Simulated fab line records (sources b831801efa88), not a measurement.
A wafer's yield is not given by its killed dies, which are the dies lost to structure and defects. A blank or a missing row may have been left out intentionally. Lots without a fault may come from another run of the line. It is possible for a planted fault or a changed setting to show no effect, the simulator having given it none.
One fault through the eyes of 2 desks || flow gf180mcu || every desk sees just its own numbers, and what lay behind them comes last

DESK OF THE TOOL OWNER: cmp-02
The tool's own readings at GF_V5_CMP_04 (polishes SiO2): means of the sampled wafers that have a number, for each lot that ran on this tool. If a lot's mean is further than 4 standard deviations from the usual mean, the lot is out of limits and carries the mark OUT (the distance appears in the brackets).
Columns: A = edge-zone-pressure-frac at GF_V5_CMP_04, usual 1.000; B = head-pressure-psi at GF_V5_CMP_04, usual 4.001 psi; C = motor-current-A at GF_V5_CMP_04, usual 12.2 A
{"lot": "L500", "first seen here": "day 26 05:44", "A": 0.998, "B": 4.004, "C": 12.3}
{"lot": "L501", "first seen here": "day 26 09:08", "A": 1.004, "B": 4.007, "C": 12.9}
{"lot": "L502", "first seen here": "day 26 19:35", "A": 0.999, "B": 4.003, "C": 12.7}
{"lot": "L503", "first seen here": "day 27 11:23", "A": 0.996, "B": 4.011, "C": 12.0}
{"lot": "L504", "first seen here": "day 27 18:51", "A": 0.999, "B": 3.998, "C": 12.1}
{"lot": "L509", "first seen here": "day 29 08:07", "A": 1.002, "B": 4.000, "C": 12.9}
{"lot": "L513", "first seen here": "day 30 08:56", "A": 1.002, "B": 3.996, "C": 12.4}
{"lot": "L519", "first seen here": "day 31 22:11", "A": 1.002, "B": 3.998, "C": 12.8}
{"lot": "L520", "first seen here": "day 32 08:14", "A": 1.003, "B": 3.997, "C": 12.1}
{"lot": "L522", "first seen here": "day 32 17:20", "A": 1.002, "B": 4.002, "C": 12.6}
{"lot": "L523", "first seen here": "day 32 18:37", "A": 1.002, "B": 3.995, "C": 12.1}
This desk's finding: nothing out of limits on any of the 11 lots.

THE METROLOGY DESK
What the gauges read, lot by lot, whatever tool the lot ran on: means of the sampled wafers that have a number. If a lot's mean is further than 4 standard deviations from the usual mean, the lot is out of limits and carries the mark OUT (the distance appears in the brackets).
Columns: A = V5_OVL at GF_V5_OVL_MEAS_15, usual 1 nm
{"lot": "L500", "first seen here": "day 27 02:33", "A": -3}
{"lot": "L501", "first seen here": "day 27 06:19", "A": 0}
{"lot": "L502", "first seen here": "day 27 15:56", "A": 6}
{"lot": "L503", "first seen here": "day 28 07:11", "A": 7}
{"lot": "L504", "first seen here": "day 28 14:25", "A": 3}
{"lot": "L505", "first seen here": "day 28 19:11", "A": 4}
{"lot": "L506", "first seen here": "day 29 06:40", "A": -8}
{"lot": "L507", "first seen here": "day 29 09:37", "A": 6}
{"lot": "L509", "first seen here": "day 30 03:07", "A": 4}
{"lot": "L513", "first seen here": "day 31 02:40", "A": 2}
{"lot": "L519", "first seen here": "day 32 15:13", "A": 2}
{"lot": "L520", "first seen here": "day 33 00:36", "A": -3}
{"lot": "L522", "first seen here": "day 33 09:40", "A": 0}
{"lot": "L523", "first seen here": "day 33 10:42", "A": -1}
This desk's finding: nothing out of limits on any of the 14 lots.

ALL TOGETHER
Nothing out of limits was seen by the tool owner's desk.
Nothing out of limits was seen by the metrology desk.

WHAT THE SIMULATOR HAD INSERTED
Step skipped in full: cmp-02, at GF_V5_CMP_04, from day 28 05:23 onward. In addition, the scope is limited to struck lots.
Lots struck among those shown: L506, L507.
